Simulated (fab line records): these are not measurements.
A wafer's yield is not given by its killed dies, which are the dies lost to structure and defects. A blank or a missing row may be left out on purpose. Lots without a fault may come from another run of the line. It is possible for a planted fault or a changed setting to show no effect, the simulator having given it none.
Chamber matching    flow sky130    SKY_VIA2_CMP_24 on cmp-01 has 4 sister chambers
The step polishes, stops on SiO2, t overpolish 20 s, target thk 0 nm. 8 wafers are shown with their chamber, then 10 later ones without.

WAFERS, EACH WITH ITS CHAMBER
wafer   chamber  motor-current-A (A)  time-to-endpoint-s (s)
L075.6  1        8.8                  108
L077.5  1        9.1                  114
L080.2  3        10.0                 106
L080.5  3        10.1                 105
L082.1  2        11.8                 104
L082.5  0        9.8                  102
L085.1  0        10.1                 100
L085.4  2        11.9                 103

WAFERS WHOSE CHAMBER IS MISSING
wafer   motor-current-A (A)  time-to-endpoint-s (s)
L085.6  11.3                 103
L087.2  11.6                 105
L087.4  9.0                  112
L087.6  10.9                 107
L088.3  8.8                  111
L088.4  10.6                 111
L088.6  8.2                  111
L096.1  10.6                 111
L096.2  10.4                 101
L096.4  11.5                 103

THE CHAMBER EACH PASSED THROUGH
wafer   from the rows above           in truth
L085.6  2                             2
L087.2  2                             2
L087.4  1                             1
L087.6  can't be placed: 3 or 2 or 0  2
L088.3  1                             1
L088.4  can't be placed: 3 or 0       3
L088.6  1                             1
L096.1  can't be placed: 3 or 0       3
L096.2  can't be placed: 0 or 3       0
L096.4  2                             2
Correct placement for 6 of the 10. Can't be placed from these rows: 4 (the true chamber is among the candidates in 4). 0 placed wrongly.
How it was worked out, from the rows above alone: a wafer's distance from a chamber is the root of the sum, over the readings, of the square of ((its reading less the chamber's mean) divided by the reading's scatter). The wafer belongs to the nearest chamber; if the next one is less than 2 further off, it can't be placed. Each chamber's mean is taken over the wafers shown for it. The scatter is the square root of a quotient: the sum, over the shown wafers, of each reading's squared deviation from its chamber's mean, divided by wafers minus chambers.
